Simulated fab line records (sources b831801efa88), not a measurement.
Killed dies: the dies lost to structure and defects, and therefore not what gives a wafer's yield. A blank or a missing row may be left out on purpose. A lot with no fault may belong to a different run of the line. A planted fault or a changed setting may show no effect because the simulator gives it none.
fab line records	flow sky130
record: lots: 5	wafers: 23
route steps=708 shown SD_N@351 SD_P@359 SALICIDE@361 LI_CONTACT@364 LOCAL_INTERCONNECT@392 CONTACT@408 METAL1@452
startH: the number of hours between the record's first day and the start of the first shown wafer of the lot	waitH: time in hours since the lot's previous step	" repeats the value in the row above	L1.1+2: one row covering several wafers at once	- no value present, or no start provided	* or withheld: withheld	< > ~ a bound
route shown NAME@n: NAME is a module with steps in the file, n the number in the route of the first one	usual: mean and standard deviation over wafers with no fault	same: alike in all rows	chamber/n: place in a boat	sites: per-site readings	_std_site: how widely they spread, as a standard deviation	_edge_site: outer sites' mean less inner sites'	radiusMm: for every site, how far away it sits from the centre of the wafer	mask NAME#n: copy n	behind: the most recent tool/chamber to have shaped the wafer	hold: cause of the lot's hold/its duration in hours/its outcome	device: whichever transistor did not switch (one of n, p or np)	end of line: the same wafers' tests at the end of the route	a step without rows: its recipe alone	killed: the dies lost at the first sort to structure and to defects; this is not the yield of the wafer	map: per-die view of a wafer (x killed, . not killed, _ where there is no die)
set.NAME: the setting that was run; set.NAME@STEP: the one run at that earlier step	model.NAME: the simulator's own value behind a step, which no gauge read
lots run with intentionally changed settings; tables by step, rows by wafer
== steps ==
step: SKY_SD_N_IMPLANT_09
recipe: species: As	energyKev: 50	doseCm2: 4e+15	tiltDeg: 0
lot.wafer	tool	chamber	startH	waitH	set.energyKev	model.implant.rpNm	model.implant.drpNm
L077.1+3	implanter-04	0	683.54	0.0	48.59	31.71	13.81
L077.2+4+6	"	0	"	"	50	32.45	14.11
L074.1+4+5	implanter-01	0	683.84	0.0	50	32.35	14.11
L078.1+4	implanter-01	0	684.62	0.0	50	32.09	14.11
L078.2+3+5	"	0	"	"	50.83	32.52	14.28
L082.1+4+5	implanter-04	0	706.87	0.0	50	31.76	14.11
L082.2+3	"	0	"	"	52.74	33.17	14.69
L083.1+4	implanter-01	0	708.97	0.0	50	31.35	14.11
L083.2+5+6	"	0	"	"	49.21	30.95	13.94
step: SKY_SD_N_IMPLANT_10
recipe: species: P	energyKev: 20	doseCm2: 1e+14	tiltDeg: 0
step: SKY_SD_N_STRIP_11
recipe: chemistry: O2/N2	powerW: 1400	pressureMtorr: 1500	platenTempC: withheld	o2FlowSccm: 3000	n2FlowSccm: 300	overashFraction: 0.5
usual: stripTimeToEndpointS: 22.54/0.041
lot.wafer	tool	chamber	startH	waitH	set.resistThkNm@SD_N_COAT_02	set.energyKev@SD_N_IMPLANT_09	stripTimeToEndpointS
L077.1	plasmaAsher-03	0	683.84	0.1	1078	48.59	21.69
L077.2	"	1	"	"	1140	50	22.57
L077.3	"	1	"	"	1140	48.59	22.34
L077.4	"	0	"	"	1140	50	22.56
L077.6	"	0	"	"	1078	50	21.83
L074.1	plasmaAsher-04	0	684.14	0.1	1140	50	22.58
L074.4	"	0	"	"	1140	50	22.63
L074.5	"	1	"	"	1140	50	22.62
L078.1	plasmaAsher-03	1	685.22	0.2	1140	50	22.61
L078.2	"	0	"	"	1140	50.83	22.73
L078.3	"	1	"	"	1112	50.83	22.39
L078.4	"	0	"	"	1140	50	22.56
L078.5	"	1	"	"	1112	50.83	22.39
L082.1	plasmaAsher-02	1	707.17	0.1	1140	50	22.55
L082.2	"	0	"	"	1140	52.74	22.94
L082.3	"	1	"	"	1140	52.74	22.96
L082.4	"	0	"	"	1140	50	22.53
L082.5	"	0	"	"	1140	50	22.54
L083.1	plasmaAsher-02	0	709.27	0.1	1140	50	22.46
L083.2	"	1	"	"	1083	49.21	21.75
L083.4	"	1	"	"	1083	50	21.82
L083.5	"	0	"	"	1083	49.21	21.75
L083.6	"	1	"	"	1140	49.21	22.40
step: SKY_SD_N_CLEAN_13
recipe: chemistry: SC1/SC2	mix: 1:4:20	tempC: 70	timeS: 150	dry: n2Spin
step: SKY_SD_N_RTA_14
recipe: tempC: 1075	timeS: 2	idleTempC: 650	rampUpCPerS: 150	rampDownCPerS: 90	ambient: N2
step: SKY_SD_N_RS_MEAS_16
recipe: thkMeasGauge: four-point-probe
usual: SD_N_RS: 68.57/0.12
lot.wafer	tool	chamber	startH	waitH	set.energyKev@SD_N_IMPLANT_09	SD_N_RS[ohm/sq]
L077.1	filmMetro-03	-	684.22	0.1	48.59	69.48
L077.2	"	-	"	"	50	68.47
L077.3	"	-	"	"	48.59	69.46
L077.4	"	-	"	"	50	68.30
L077.6	"	-	"	"	50	68.55
L074.1	filmMetro-02	-	684.52	0.1	50	68.53
L074.4	"	-	"	"	50	68.55
L074.5	"	-	"	"	50	68.61
L078.1	filmMetro-02	-	685.60	0.1	50	68.52
L078.2	"	-	"	"	50.83	67.83
L078.3	"	-	"	"	50.83	68.07
L078.4	"	-	"	"	50	68.48
L078.5	"	-	"	"	50.83	67.99
L082.1	filmMetro-03	-	707.55	0.1	50	68.54
L082.2	"	-	"	"	52.74	66.57
L082.3	"	-	"	"	52.74	66.70
L082.4	"	-	"	"	50	68.44
L082.5	"	-	"	"	50	68.75
L083.1	filmMetro-03	-	709.65	0.1	50	68.71
L083.2	"	-	"	"	49.21	69.32
L083.4	"	-	"	"	50	68.56
L083.5	"	-	"	"	49.21	69.12
L083.6	"	-	"	"	49.21	69.09
step: SKY_SD_N_RS_MEAS_17
recipe: thkMeasGauge: four-point-probe
usual: SD_P_RS: 147.2/0.42
lot.wafer	tool	chamber	startH	waitH	set.energyKev@SD_P_IMPLANT_09	SD_P_RS[ohm/sq]
L077.1	filmMetro-03	-	684.34	0.1	20	146.7
L077.2	"	-	"	"	18.91	150.9
L077.3	"	-	"	"	18.91	150.5
L077.4	"	-	"	"	20	147.1
L077.6	"	-	"	"	18.91	151.0
L074.1	filmMetro-02	-	684.64	0.1	20	147.1
L074.4	"	-	"	"	20	146.9
L074.5	"	-	"	"	20	146.8
L078.1	filmMetro-02	-	685.72	0.1	20	147.4
L078.2	"	-	"	"	20.63	144.7
L078.3	"	-	"	"	20.63	145.5
L078.4	"	-	"	"	20.63	145.5
L078.5	"	-	"	"	20	147.0
L082.1	filmMetro-03	-	707.67	0.1	20	147.1
L082.2	"	-	"	"	20	147.2
L082.3	"	-	"	"	20	147.6
L082.4	"	-	"	"	20	147.1
L082.5	"	-	"	"	20	147.2
L083.1	filmMetro-03	-	709.77	0.1	20	146.8
L083.2	"	-	"	"	20	147.1
L083.4	"	-	"	"	21.01	143.7
L083.5	"	-	"	"	21.01	143.9
L083.6	"	-	"	"	20	146.6
step: SKY_SALICIDE_CLEAN_00
recipe: chemistry: HF-last	timeS: 30	dilution: 100:1	dry: ipaMarangoni
lot.wafer	tool	chamber	startH	waitH	set.timeS	model.Si3N4_of_SPACER_CVD_00.thkNm
L077.1	-	-	-	0.1	34.18	43.82
L077.2	"	-	"	"	34.18	43.67
L077.3	"	-	"	"	34.18	43.59
L077.4	"	-	"	"	34.18	43.86
L077.6	"	-	"	"	34.18	43.87
L074.1	wetBench-03	3	684.88	0.1	30	42.13
L074.4	"	3	"	"	30	42.08
L074.5	"	3	"	"	30	41.54
L078.1	-	-	-	0.1	33.62	43.44
L078.2+3	"	-	"	"	33.62	43.45
L078.4	"	-	"	"	33.62	43.46
L078.5	"	-	"	"	33.62	43.19
L082.1	-	-	-	0.1	33.68	42.44
L082.2	"	-	"	"	33.68	42.29
L082.3	"	-	"	"	33.68	42.3
L082.4	"	-	"	"	33.68	42.35
L082.5	"	-	"	"	33.68	42.19
L083.1	-	-	-	0.1	30	40.75
L083.2	"	-	"	"	30	40.72
L083.4	"	-	"	"	30	40.64
L083.5	"	-	"	"	30	40.43
L083.6	"	-	"	"	30	40.62
step: SKY_LI_CONTACT_CMP_02
recipe: material: PSG	downForcePsi: 4	platenRpm: 60	padVelocityMS: 0.94248
lot.wafer	tool	chamber	startH	waitH	set.leaveAboveRefNm	model.PSG_of_LI_CONTACT_HDPCVD_00.thkNm
L077.3	cmp-01	0	684.80	0.1	597.2	595.3
L077.2	"	1	"	"	597.2	598.3
L077.4+1	"	2,3	"	"	597.2	597.3
L077.6	"	0	"	"	597.2	597.1
L074.4	cmp-02	1	685.06	0.0	597.2	596.6
L074.1	"	0	"	"	597.2	595.9
L074.5	"	2	"	"	597.2	596.1
L078.3	cmp-02	2	686.14	0.0	597.2	597.6
L078.2	"	3	"	"	626	626.5
L078.4	"	0	"	"	597.2	596.2
L078.1	"	1	"	"	626	625.8
L078.5	"	3	"	"	597.2	597.5
L082.4	cmp-02	3	708.09	0.0	630.5	631.9
L082.3	"	0	"	"	597.2	597.6
L082.1	"	1	"	"	597.2	597.8
L082.2	"	2	"	"	630.5	631.2
L082.5	"	3	"	"	597.2	598.1
L083.1	cmp-01	0	710.19	0.1	597.2	596.6
L083.2	"	1	"	"	621.8	623.7
L083.4	"	3	"	"	621.8	622.8
L083.5	"	0	"	"	597.2	596
L083.6	"	1	"	"	621.8	622.6
step: SKY_LI_CONTACT_EXPOSE_09
recipe: maskId: LICM1	na: 0.8	sourceShape: annular	sigmaInner: 0.55	sigmaOuter: 0.85	targetCdNm: 170	doseMj: 38
lot.wafer	tool	chamber	startH	waitH	mask	set.doseMj
L077.1+2+3+4+6	krfScanner-02	0	-	-	LICM1#0	38
L074.1+4+5	krfScanner-02	0	-	-	LICM1#0	38
L078.1+2+3+4+5	krfScanner-02	0	-	-	LICM1#0	38
L082.1+2	krfScanner-01	0	-	-	LICM1#0	38
L082.3+4+5	"	0	"	"	LICM1#0	39.17
L083.1+5+6	krfScanner-02	0	-	-	LICM1#0	40.47
L083.2+4	"	0	"	"	LICM1#0	38
step: SKY_LI_CONTACT_PEB_10
recipe: pebTempC: withheld	pebTimeS: withheld	resist: KrF-thick
step: SKY_LI_CONTACT_DEVELOP_11
recipe: developTimeS: 60	resist: KrF-thick	devTempC: 21
step: SKY_LI_CONTACT_CD_MEAS_12
recipe: targetCdNm: 170
usual: cdNm: 170.0/1.2
lot.wafer	tool	chamber	startH	waitH	set.doseMj@LI_CONTACT_EXPOSE_09	cdNm
L077.1	cdSem-02	-	711.96	-	38	172.6
L077.2	"	-	"	"	38	172.3
L077.3	"	-	"	"	38	172.0
L077.4	"	-	"	"	38	171.8
L077.6	"	-	"	"	38	172.0
L074.1	cdSem-02	-	712.91	-	38	167.9
L074.4	"	-	"	"	38	168.9
L074.5	"	-	"	"	38	170.7
L078.1	cdSem-02	-	713.61	-	38	170.0
L078.2	"	-	"	"	38	169.4
L078.3	"	-	"	"	38	169.8
L078.4	"	-	"	"	38	170.0
L078.5	"	-	"	"	38	170.0
L082.1	cdSem-01	-	734.93	-	38	169.8
L082.2	"	-	"	"	38	169.0
L082.3	"	-	"	"	39.17	177.2
L082.4	"	-	"	"	39.17	175.3
L082.5	"	-	"	"	39.17	175.0
L083.1	cdSem-02	-	737.68	-	40.47	183.2
L083.2	"	-	"	"	38	170.1
L083.4	"	-	"	"	38	171.8
L083.5	"	-	"	"	40.47	181.7
L083.6	"	-	"	"	40.47	182.8
step: SKY_LI_CONTACT_ETCH_14
recipe: chemistry: N2/H2	target: BARC	ionEnergyEv: 200	sourceW: 500	biasW: 100	pressureMtorr: 30	n2FlowSccm: 100	h2FlowSccm: 200	stopOn: SiO2	timeS: 45.9	targetDepthA: 600
lot.wafer	tool	chamber	startH	waitH	set.doseMj@LI_CONTACT_EXPOSE_09	model.LI_CONTACT.cdNm
L077.1	rieDiel-03	3	712.12	0.0	38	172.2
L077.2	"	1	"	"	38	171.8
L077.3	"	0	"	"	38	172.1
L077.4	"	2	"	"	38	173.8
L077.6	"	0	"	"	38	172.4
L074.1	rieDiel-01	1	713.07	0.0	38	167.1
L074.4	"	3	"	"	38	169.1
L074.5	"	1	"	"	38	169.7
L078.1	rieDiel-03	0	713.77	0.0	38	169.9
L078.2	"	2	"	"	38	171
L078.3	"	3	"	"	38	169.3
L078.4	"	1	"	"	38	169.5
L078.5	"	0	"	"	38	170.2
L082.1	rieDiel-01	2	735.08	0.0	38	169.9
L082.2	"	1	"	"	38	167.6
L082.3	"	0	"	"	39.17	177.1
L082.4	"	3	"	"	39.17	176.4
L082.5	"	3	"	"	39.17	176.3
L083.1	rieDiel-03	2	737.83	0.0	40.47	184.4
L083.2	"	3	"	"	38	170
L083.4	"	0	"	"	38	171.9
L083.5	"	2	"	"	40.47	182.7
L083.6	"	1	"	"	40.47	181.4
step: SKY_LI_CONTACT_ETCH_15
recipe: target: PSG	chemistry: C4F8/O2/Ar	stopOn: Si	taperDeg: 4.15	maskMaterial: KrF-thick	sourceW: 1500	biasW: 1200	pressureMtorr: 40	c4f8FlowSccm: withheld	O2_flow_sccm: 6	Ar_flow_sccm: 300	timeS: withheld	targetDepthA: 6000
usual: oesProductAu: 0.837/0.004
lot.wafer	tool	chamber	startH	waitH	set.leaveAboveRefNm@LI_CONTACT_CMP_02	set.doseMj@LI_CONTACT_EXPOSE_09	oesProductAu	model.LI_CONTACT.featureDepthNm	model.etch.depthNm	model.LI_CONTACT.cdNm
L077.1	rieDiel-03	3	712.16	0.0	597.2	38	0.838	597.3	-	171.3
L077.2	"	1	"	"	597.2	38	0.838	598.3	-	171.6
L077.3	"	0	"	"	597.2	38	0.834	595.3	-	172.5
L077.4	"	2	"	"	597.2	38	0.836	597.3	597.3	173
L077.6	"	0	"	"	597.2	38	0.837	597.1	-	172.3
L074.1	rieDiel-01	1	713.11	0.0	597.2	38	0.832	595.9	595.9	167.8
L074.4	"	3	"	"	597.2	38	0.831	596.6	596.6	167.4
L074.5	"	1	"	"	597.2	38	0.837	596.1	596.1	170.7
L078.1	rieDiel-03	0	713.81	0.0	626	38	0.849	625.8	625.8	170.2
L078.2	"	2	"	"	626	38	0.853	626.5	626.5	170
L078.3	"	3	"	"	597.2	38	0.844	597.6	597.6	168.7
L078.4	"	1	"	"	597.2	38	0.834	596.2	596.2	169.7
L078.5	"	0	"	"	597.2	38	0.836	597.5	597.5	170.2
L082.1	rieDiel-01	2	735.13	0.0	597.2	38	0.838	597.8	597.8	170.5
L082.2	"	1	"	"	630.5	38	0.861	631.2	-	168.2
L082.3	"	0	"	"	597.2	39.17	0.840	597.6	-	178.3
L082.4	"	3	"	"	630.5	39.17	0.865	631.9	-	174.6
L082.5	"	3	"	"	597.2	39.17	0.836	598.1	-	174.6
L083.1	rieDiel-03	2	737.88	0.0	597.2	40.47	0.838	596.6	-	183.5
L083.2	"	3	"	"	621.8	38	0.856	623.7	-	169.1
L083.4	"	0	"	"	621.8	38	0.863	622.8	-	172
L083.5	"	2	"	"	597.2	40.47	0.839	596	596	181.9
L083.6	"	1	"	"	621.8	40.47	0.854	622.6	622.6	181.8
step: SKY_LI_CONTACT_SPUTTER_19
recipe: material: Ti	targetThkNm: 20	chamberPressurePa: 5	powerW: 2500	substrateTempC: 200	timeS: 106.37
lot.wafer	tool	chamber	startH	waitH	set.timeS	model.Ti_of_LI_CONTACT_SPUTTER_19.thkNm
L077.1	pvdSputter-04	-	712.54	0.0	93.73	17.58
L077.2	"	-	"	"	106.37	20.03
L077.3	"	-	"	"	93.73	17.72
L077.4	"	-	"	"	93.73	18.03
L077.6	"	-	"	"	106.37	20.21
L074.1	pvdSputter-03	-	713.49	0.0	106.37	19.9
L074.4	"	-	"	"	106.37	20.41
L074.5	"	-	"	"	106.37	19.89
L078.1	pvdSputter-04	-	714.19	0.0	106.37	19.87
L078.2	"	-	"	"	106.37	20.12
L078.3	"	-	"	"	106.37	20.03
L078.4	"	-	"	"	112.1	21.36
L078.5	"	-	"	"	112.1	20.88
L082.1	pvdSputter-03	-	735.52	0.0	106.37	20.73
L082.2	"	-	"	"	106.37	20.3
L082.3	"	-	"	"	111.3	21.14
L082.4	"	-	"	"	111.3	21.04
L082.5	"	-	"	"	106.37	20.7
L083.1	pvdSputter-03	-	738.27	0.0	106.37	20.31
L083.2	"	-	"	"	106.37	19.7
L083.4	"	-	"	"	118.2	22.03
L083.5	"	-	"	"	118.2	22.01
L083.6	"	-	"	"	118.2	22.08
step: SKY_LOCAL_INTERCONNECT_COAT_05
recipe: resist: BARC	tempC: withheld	timeS: withheld	spinRpm: 3000	resistThkNm: 60
lot.wafer	tool	chamber	startH	waitH	set.resistThkNm
L077.1+2	lithoTrack-01	0	725.53	0.1	61.35
L077.3+4+6	"	0	"	"	60
L074.1+4+5	lithoTrack-01	0	726.93	0.1	60
L078.1+5	lithoTrack-03	0	727.89	0.1	60
L078.2+3+4	"	0	"	"	62.21
L082.1+2+4	lithoTrack-01	0	749.08	0.1	57.01
L082.3+5	"	0	"	"	60
L083.1+2+4+5+6	lithoTrack-03	0	752.09	0.1	60
step: SKY_LOCAL_INTERCONNECT_ETCH_13
recipe: chemistry: N2/H2	target: BARC	ionEnergyEv: 200	biasW: 100	pressureMtorr: 30	n2FlowSccm: 100	h2FlowSccm: 200	icpW: 500	stopOn: SiO2	timeS: 45.9	targetDepthA: 600
usual: oesProductAu: 0.855/0.0046
lot.wafer	tool	chamber	startH	waitH	set.biasW	set.resistThkNm@LOCAL_INTERCONNECT_COAT_05	oesProductAu
L077.1	rieMetal-02	1	740.03	0.0	100	61.35	0.871
L077.2	"	0	"	"	100	61.35	0.870
L077.3	"	0	"	"	91.88	60	0.848
L077.4	"	1	"	"	100	60	0.859
L077.6	"	1	"	"	91.88	60	0.845
L074.1	rieMetal-01	1	741.33	0.0	100	60	0.862
L074.4	"	0	"	"	100	60	0.855
L074.5	"	0	"	"	100	60	0.856
L078.1	rieMetal-01	0	742.23	0.0	100	60	0.855
L078.2	"	1	"	"	100	62.21	0.873
L078.3	"	1	"	"	100	62.21	0.880
L078.4	"	0	"	"	100	62.21	0.876
L078.5	"	1	"	"	100	60	0.853
L082.1	rieMetal-04	1	764.03	0.0	109.1	57.01	0.833
L082.2	"	0	"	"	100	57.01	0.832
L082.3	"	1	"	"	109.1	60	0.855
L082.4	"	0	"	"	109.1	57.01	0.833
L082.5	"	1	"	"	100	60	0.853
L083.1	rieMetal-01	0	766.68	0.0	100	60	0.855
L083.2	"	1	"	"	100	60	0.851
L083.4	"	1	"	"	100	60	0.859
L083.5	"	0	"	"	100	60	0.861
L083.6	"	1	"	"	100	60	0.860
step: SKY_CONTACT_HDPCVD_02
recipe: material: SiO2	targetThkNm: 565	sigmaOpenFrac: 0.3	timeS: 94.2	tempC: 600	sih4FlowSccm: 60	pressureMtorr: 6
lot.wafer	tool	chamber	startH	waitH	set.sih4FlowSccm	model.SiO2_of_CONTACT_HDPCVD_02.thkNm
L077.1	hdpcvd-01	1	740.85	0.1	57.37	544.8
L077.2	"	2	"	"	60	568.6
L077.3	"	0	"	"	60	572
L077.4	"	0	"	"	57.37	546.3
L077.6	"	1	"	"	60	578.9
L074.1	hdpcvd-02	1	742.22	0.1	60	564.4
L074.4	"	2	"	"	60	564.6
L074.5	"	1	"	"	60	563.4
L078.1	hdpcvd-02	2	743.12	0.1	60	563.8
L078.2	"	1	"	"	60	554
L078.3	"	1	"	"	57.12	534.1
L078.4	"	2	"	"	60	566
L078.5	"	2	"	"	57.12	532.9
L082.1	hdpcvd-02	2	764.87	0.1	60	563.1
L082.2	"	0	"	"	60	573.9
L082.3	"	1	"	"	60	565
L082.4	"	0	"	"	60	568.1
L082.5	"	2	"	"	60	569
L083.1	hdpcvd-01	2	767.49	0.1	60	568.4
L083.2	"	0	"	"	60	564.4
L083.4	"	2	"	"	60	567.4
L083.5	"	0	"	"	60	562.6
L083.6	"	1	"	"	60	573.7
step: SKY_CONTACT_THK_MEAS_03
recipe: reads: SiO2_of_CONTACT_HDPCVD_02
usual: CONTACT_HDPCVD_THK: 567/6
lot.wafer	tool	chamber	startH	waitH	set.sih4FlowSccm@CONTACT_HDPCVD_02	CONTACT_HDPCVD_THK[nm]
L077.1	filmMetro-03	-	740.92	0.0	57.37	545
L077.2	"	-	"	"	60	569
L077.3	"	-	"	"	60	572
L077.4	"	-	"	"	57.37	547
L077.6	"	-	"	"	60	579
L074.1	filmMetro-02	-	742.32	0.1	60	565
L074.4	"	-	"	"	60	565
L074.5	"	-	"	"	60	563
L078.1	filmMetro-03	-	743.22	0.1	60	564
L078.2	"	-	"	"	60	554
L078.3	"	-	"	"	57.12	534
L078.4	"	-	"	"	60	566
L078.5	"	-	"	"	57.12	533
L082.1	filmMetro-01	-	764.94	0.0	60	563
L082.2	"	-	"	"	60	574
L082.3	"	-	"	"	60	565
L082.4	"	-	"	"	60	568
L082.5	"	-	"	"	60	569
L083.1	filmMetro-03	-	767.56	0.0	60	568
L083.2	"	-	"	"	60	565
L083.4	"	-	"	"	60	568
L083.5	"	-	"	"	60	562
L083.6	"	-	"	"	60	574
step: SKY_CONTACT_SPUTTER_23
recipe: material: TiN	targetThkNm: 20	chamberPressurePa: 5	powerW: 4000	timeS: 80
lot.wafer	tool	chamber	startH	waitH	set.powerW	model.TiN_of_CONTACT_SPUTTER_23.thkNm
L077.1	pvdSputter-03	-	769.58	0.0	4000	19.76
L077.2	"	-	"	"	4000	19.78
L077.3	"	-	"	"	4000	19.66
L077.4	"	-	"	"	4000	19.38
L077.6	"	-	"	"	4000	19.87
L074.1	pvdSputter-01	-	770.50	0.0	4000	19.11
L074.4	"	-	"	"	4000	19.92
L074.5	"	-	"	"	4000	19.25
L078.1	pvdSputter-01	-	771.53	0.0	4000	19.9
L078.2	"	-	"	"	4000	19.3
L078.3	"	-	"	"	4000	19.86
L078.4	"	-	"	"	3605	18.25
L078.5	"	-	"	"	3605	18.12
L082.1	pvdSputter-03	-	793.47	0.0	4000	19.73
L082.2	"	-	"	"	4336	21.75
L082.3	"	-	"	"	4336	22.05
L082.4	"	-	"	"	4000	20.36
L082.5	"	-	"	"	4000	20.38
L083.1	pvdSputter-03	-	794.74	0.0	4240	20.92
L083.2	"	-	"	"	4240	21
L083.4	"	-	"	"	4000	20.1
L083.5	"	-	"	"	4000	20.04
L083.6	"	-	"	"	4240	21.44
step: SKY_METAL1_ETCH_18
recipe: chemistry: N2/H2	target: BARC	ionEnergyEv: 200	biasW: 100	pressureMtorr: 30	n2FlowSccm: 100	h2FlowSccm: 200	icpW: 500	stopOn: SiO2	timeS: 45.9	targetDepthA: 600
lot.wafer	tool	chamber	startH	waitH	set.icpW	model.KrF-thick_of_METAL1_COAT_10.thkNm
L077.1	rieMetal-02	0	796.91	0.0	500	393.7
L077.2	"	1	"	"	456.4	397.7
L077.3	"	0	"	"	456.4	396.8
L077.4	"	1	"	"	456.4	397
L077.6	"	0	"	"	500	392.7
L074.1	rieMetal-03	0	797.17	0.0	500	391.4
L074.4	"	1	"	"	500	390.5
L074.5	"	0	"	"	500	391.2
L078.1	rieMetal-02	0	798.75	0.0	558.6	386.6
L078.2	"	1	"	"	500	393.2
L078.3	"	0	"	"	558.6	387.2
L078.4	"	1	"	"	500	392.1
L078.5	"	1	"	"	500	391.6
L082.1	rieMetal-02	0	820.75	0.0	500	394.3
L082.2	"	1	"	"	500	392.5
L082.3	"	1	"	"	454.3	397.3
L082.4	"	0	"	"	500	392.9
L082.5	"	0	"	"	454.3	397.7
L083.1	rieMetal-02	1	823.36	0.0	500	391.7
L083.2	"	0	"	"	500	391.9
L083.4	"	0	"	"	500	392.3
L083.5	"	0	"	"	500	392.2
L083.6	"	1	"	"	500	392
== key ==
split: step: SKY_SD_N_IMPLANT_09	setting: energyKev	stated: 50	by: wafer
response: step: SKY_SD_N_IMPLANT_09	reading: model.implant.rpNm	change: +0.259	per: 1%	r: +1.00
response: step: SKY_SD_N_IMPLANT_09	reading: model.implant.drpNm	change: +0.106	per: 1%	r: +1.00
response: step: SKY_SD_N_RS_MEAS_16	reading: SD_N_RS	change: -0.354	per: 1%	r: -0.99
response: step: SKY_SD_N_STRIP_11	reading: stripTimeToEndpointS	slope: *	per: 1%	togetherWith: resistThkNm@SD_N_COAT_02	explained: 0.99
split: step: SKY_SALICIDE_CLEAN_00	setting: timeS	stated: 30	by: lot
response: step: SKY_SALICIDE_CLEAN_00	reading: model.Si3N4_of_SPACER_CVD_00.thkNm	change: +0.164	per: 1%	r: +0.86
split: step: SKY_LI_CONTACT_CMP_02	setting: leaveAboveRefNm	stated: 597.2	by: wafer
response: step: SKY_LI_CONTACT_CMP_02	reading: model.PSG_of_LI_CONTACT_HDPCVD_00.thkNm	change: +6.15	per: 1%	r: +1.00
response: step: SKY_LI_CONTACT_ETCH_15	reading: oesProductAu	change: +0.00393	per: 1%	r: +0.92
response: step: SKY_LI_CONTACT_ETCH_15	reading: model.LI_CONTACT.featureDepthNm	change: +6.15	per: 1%	r: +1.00
response: step: SKY_LI_CONTACT_ETCH_15	reading: model.etch.depthNm	change: +6.13	per: 1%	r: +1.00
split: step: SKY_LI_CONTACT_EXPOSE_09	setting: doseMj	stated: 38	by: wafer
response: step: SKY_LI_CONTACT_CD_MEAS_12	reading: cdNm	change: +1.84	per: 1%	r: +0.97
response: step: SKY_LI_CONTACT_ETCH_14	reading: model.LI_CONTACT.cdNm	change: +1.97	per: 1%	r: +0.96
response: step: SKY_LI_CONTACT_ETCH_15	reading: model.LI_CONTACT.cdNm	change: +1.88	per: 1%	r: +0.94
split: step: SKY_LI_CONTACT_SPUTTER_19	setting: timeS	stated: 106.37	by: wafer
response: step: SKY_LI_CONTACT_SPUTTER_19	reading: model.Ti_of_LI_CONTACT_SPUTTER_19.thkNm	change: +0.187	per: 1%	r: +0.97
split: step: SKY_LOCAL_INTERCONNECT_COAT_05	setting: resistThkNm	stated: 60	by: wafer
response: step: SKY_LOCAL_INTERCONNECT_ETCH_13	reading: oesProductAu	change: +0.00536	per: 1%	r: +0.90
split: step: SKY_LOCAL_INTERCONNECT_ETCH_13	setting: biasW	stated: 100	by: wafer
response none clear
split: step: SKY_CONTACT_HDPCVD_02	setting: sih4FlowSccm	stated: 60	by: wafer
response: step: SKY_CONTACT_HDPCVD_02	reading: model.SiO2_of_CONTACT_HDPCVD_02.thkNm	change: +6.02	per: 1%	r: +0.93
response: step: SKY_CONTACT_THK_MEAS_03	reading: CONTACT_HDPCVD_THK	change: +6.04	per: 1%	r: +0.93
split: step: SKY_CONTACT_SPUTTER_23	setting: powerW	stated: 4000	by: wafer
response: step: SKY_CONTACT_SPUTTER_23	reading: model.TiN_of_CONTACT_SPUTTER_23.thkNm	change: +0.175	per: 1%	r: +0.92
split: step: SKY_METAL1_ETCH_18	setting: icpW	stated: 500	by: wafer
response: step: SKY_METAL1_ETCH_18	reading: model.KrF-thick_of_METAL1_COAT_10.thkNm	change: -0.457	per: 1%	r: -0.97
split outsideThisFile step=SKY_SD_P_IMPLANT_09 setting=energyKev
split outsideThisFile step=SKY_SD_N_COAT_02 setting=resistThkNm
split outsideThisFile: this setting was split too, and the file shows its column; the key of that split is in another file
